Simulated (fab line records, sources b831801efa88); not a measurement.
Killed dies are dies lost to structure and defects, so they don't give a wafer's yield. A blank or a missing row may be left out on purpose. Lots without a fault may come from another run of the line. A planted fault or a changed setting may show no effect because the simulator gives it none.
Problem report in the 8D (eight disciplines) form, filled by code | flow sky130 | the parts of the form that need people (team, actions taken, sign-off) are left out

1. THE PROBLEM
chamber_pressure_Torr at SKY_VIA2_CVD_21 reads a mean of 38.59 Torr on 3 wafers of 2 lots; wafers without a fault read 40.01 Torr with a standard deviation of 0.09. That is -16 standard deviations from the usual mean.
The step: deposits W, target thk 420 nm, time 126.4 s.
First seen on wafer L353.3, day 41 12:17, on cvd_w-02. The record holds 18 wafers of 6 lots with a number at this step. Rule for "out", or "out of limits": more than 4 standard deviations from the usual mean. The other wafers with a number count as sound.

2. WHAT IT IS AND WHAT IT IS NOT
question                    | is                     | is not
which readings at this step | chamber_pressure_Torr  | heater_power_w
which lots                  | L353, L354             | L336, L339, L344, L350
which wafers of those lots  | L353.3, L354.3, L354.5 | L353.4, L353.5, L354.4
read on which tools         | cvd_w-02               | cvd_w-01
when                        | from day 41 12:17      | up to then (14 sound wafers); but 1 sound wafer of L354 came after

3. SUSPECTS, AND WHAT RULES EACH OUT
Counting: a tool at a process step up to the reading stays a suspect if it ran every lot that is out. Sound lots after the first of them don't rule it out here, since some wafers of a struck lot are sound.
- rie_diel-04 at SKY_VIA2_ETCH_14 (etches BARC in N2/H2, stops on SiO2, time 45.9 s, target depth 60 nm): kept. It ran every lot that is out, first L353 (day 41 11:29); its last sound lot up to then is L350 (day 41 01:15).
- rie_diel-04 at SKY_VIA2_ETCH_15 (etches SiO2 in C4F8/O2/Ar, stops on TiN, target depth 546 nm, time 84 s): kept. It ran every lot that is out, first L353 (day 41 11:31); its last sound lot up to then is L350 (day 41 01:17).
- pvd_sputter-03 at SKY_VIA2_SPUTTER_20 (material TiN, target thk 20 nm, time 80 s): kept. It ran every lot that is out, first L353 (day 41 12:11); its last sound lot up to then is L350 (day 41 01:57).
- cvd_w-02 at SKY_VIA2_CVD_21 (deposits W, target thk 420 nm, time 126.4 s): kept. It ran every lot that is out, first L353 (day 41 12:17); its last sound lot up to then is L350 (day 41 02:01). Its own readings are out on those wafers: chamber_pressure_Torr.
- Within cvd_w-02 at SKY_VIA2_CVD_21: the wafers that are out ran in chamber 1; their sound lot-mates ran in chamber 0.
Left after counting: rie_diel-04 at SKY_VIA2_ETCH_14, rie_diel-04 at SKY_VIA2_ETCH_15, pvd_sputter-03 at SKY_VIA2_SPUTTER_20, cvd_w-02 at SKY_VIA2_CVD_21.

4. THE CAUSE (what the simulator had put in)
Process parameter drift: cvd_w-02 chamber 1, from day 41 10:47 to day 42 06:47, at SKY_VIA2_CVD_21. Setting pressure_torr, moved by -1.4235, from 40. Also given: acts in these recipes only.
Counting left 4 suspects, and this tool is among them.

5. THE CHAIN OF EFFECTS, in route order
Each row: a reading whose mean over the struck wafers that have a number lies more than 3 standard deviations from the usual. Only readings for which the record gives a usual standard deviation are gone through. hours: the time from each lot's start at the first step in this table that gives one to its start at this step, as a median over the lots. sigmas: the change in usual standard deviations.
hours | step            | reading               | usual      | on struck wafers | change | sigmas
0     | SKY_VIA2_CVD_21 | chamber_pressure_Torr | 40.01 Torr | 38.59            | -1.42  | -16
The process steps in it:
- SKY_VIA2_CVD_21: deposits W, target thk 420 nm, time 126.4 s.
Later measuring or inspecting steps at which every struck wafer that the step has a row for has a number for every such reading, and none has moved that far: SKY_VIA2_RS_MEAS_22.

6. WHAT WOULD HAVE CAUGHT IT SOONER
In this record the first reading out of limits was taken at day 41 12:17, 2 hours after the fault began at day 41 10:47.
